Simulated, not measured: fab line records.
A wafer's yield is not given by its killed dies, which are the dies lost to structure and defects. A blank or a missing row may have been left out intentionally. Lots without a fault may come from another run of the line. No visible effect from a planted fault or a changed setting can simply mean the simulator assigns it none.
A struck lot beside a sound one -- flow sky130 -- 18 steps out of a route of 708
Sound: these wafers, L998.2, L998.3, L998.5. Struck: wafer L118.6 (L118.1, L118.5, from the same lot, were not struck and are left out); the cause is given at the end.
At each step with rows: each side's tool, then ch and its chambers, then its first start. Under that, the readings that differ: sound wafers -- struck wafers -- difference of the means -- sigmas: that difference in standard deviations of wafers without a fault.
alike: words and numbers the same on both sides, and readings whose means are apart by under 2 such deviations; not compared: readings that were withheld, readings missing a value for some wafer, numbers with overlapping values and no deviation given by the record, and bounds like >300 which may hide the same value.
A row with sigmas, a row that says differs or no value, or rows on one side alone: a step with any of these is where the two part. Numbers that have no deviation but don't overlap get no sigmas and don't part them. A reading missing from all wafers of one side parts the sides only when that side holds two or more wafers.

SKY_VIA1_ETCH_15: etches SiO2 in C4F8/O2/Ar, stops on TiN, target depth 351 nm, time 54 s.
  sound on rie-diel-01 ch 0,2,3, day 34 19:39; struck on rie-diel-01 ch 3, day 40 20:03
  alike: oes-product-au
  not compared: rf-hours-counter-h
then, 4 steps without rows for these wafers: SKY_VIA1_STRIP_16 (strips in O2/N2); SKY_VIA1_STRIP_17 (strips in post etch residue remover, time 1200 s); SKY_VIA1_CLEAN_18 (cleans in IPA, time 180 s); SKY_VIA1_CLEAN_19 (cleans in O3/DIW).
SKY_VIA1_SPUTTER_20: material TiN, target thk 20 nm, time 80 s.
  sound on pvd-sputter-04 at day 34 20:19; struck on pvd-sputter-04 at day 40 20:44
  alike: throttle-valve-pct
then, 1 step without rows for these wafers: SKY_VIA1_CVD_21 (deposits W, target thk 270 nm, time 80.902 s).
SKY_VIA1_RS_MEAS_22: measures by four-point-probe.
  sound on film-metro-01 at day 34 20:29; struck on film-metro-01 at day 40 20:53
  alike: VIA1_W_RS
SKY_VIA1_THK_MEAS_23: measures by xrf.
  sound on film-metro-01 at day 34 20:36; struck on film-metro-01 at day 40 21:00
  alike: VIA1_W_THK
SKY_VIA1_CMP_24: polishes, stops on SiO2, t overpolish 15 s, target thk 0 nm.
  sound on cmp-01 ch 0,1,2, day 34 20:45; struck on cmp-01 ch 0, day 40 21:10
reading,sound,struck,difference,sigmas
platen-rpm (rpm),60.04 60.00 59.99,59.92,-0.09,-2
  alike: head-pressure-psi, motor-current-A, overpolish-run-s, retaining-ring-pressure-frac, time-to-endpoint-s
then, 1 step without rows for these wafers: SKY_METAL2_SPUTTER_00 (material Ti, target thk 15 nm, time 10 s).
SKY_METAL2_SPUTTER_01: material TiN, target thk 20 nm, time 16.7 s.
  sound on pvd-sputter-01 at day 34 20:59; struck on pvd-sputter-03 at day 40 21:23
  alike: throttle-valve-pct
SKY_METAL2_SPUTTER_02: material AlCu, target thk 250 nm, time 13.3 s.
  sound on pvd-sputter-01 at day 34 21:00; struck on pvd-sputter-03 at day 40 21:25
reading,sound,struck,difference,sigmas
model.AlCu_of_METAL2_SPUTTER_02.thk-nm (nm),249.8 249.4 250.1,233.5,-16.3,
  alike: throttle-valve-pct
then, 1 step without rows for these wafers: SKY_METAL2_SPUTTER_03 (material Ti, target thk 5 nm, time 3.3 s).
SKY_METAL2_SPUTTER_04: material TiN, target thk 70 nm, time 58.3 s.
  sound on pvd-sputter-01 at day 34 21:03; struck on pvd-sputter-03 at day 40 21:27
  alike: throttle-valve-pct
SKY_METAL2_RS_MEAS_05: measures by four-point-probe.
  sound on film-metro-03 at day 34 21:07; struck on film-metro-01 at day 40 21:49
reading,sound,struck,difference,sigmas
METAL2_ALCU_RS (ohm/sq),0.1269 0.1272 0.1267,0.1365,+0.0096,+7
  not compared: hold
SKY_METAL2_THK_MEAS_06: measures by xrf.
  sound on film-metro-03 at day 34 21:13; struck on film-metro-01 at day 41 02:24
reading,sound,struck,difference,sigmas
METAL2_ALCU_THK (nm),249.8 248.5 249.8,232.6,-16.8,-6
  not compared: hold
-- the record jumps here: 10 days lie between the struck wafers' starts before and after (it left off in module METAL2 and takes up again in module PAD_OPEN, whose first step shown is number 708 of the route) --
SKY_PAD_OPEN_PROBE_99:
  sound on prober-02 at day 46 12:04; struck on prober-02 at day 50 21:04
reading,sound,struck,difference,sigmas
model.etest.met2.line-ohm-um,0.8981 0.905 0.8972,0.9734,+0.0733,
model.etest.met2.rs-ohm-sq,0.1288 0.1289 0.1284,0.1378,+0.0091,
  alike: defect-limited-yield, killed_at_M0_to_M3, killed_at_M4_up, killed-at-contacts, killed-at-front-end, killed-at-other, killed-dies, killed-open, killed-short, sort_bin_3_pad_short, sort_bin_5_function, sort_bin_6_memory, sort-n-pass, sort-yield-pct

== WHERE THEY PART ==
Last at SKY_METAL2_THK_MEAS_06 as far as this record goes, first at SKY_VIA1_CMP_24. Later steps at which nothing parts them and some readings are alike: SKY_PAD_OPEN_PROBE_99.

WHY: whatever the simulator had introduced
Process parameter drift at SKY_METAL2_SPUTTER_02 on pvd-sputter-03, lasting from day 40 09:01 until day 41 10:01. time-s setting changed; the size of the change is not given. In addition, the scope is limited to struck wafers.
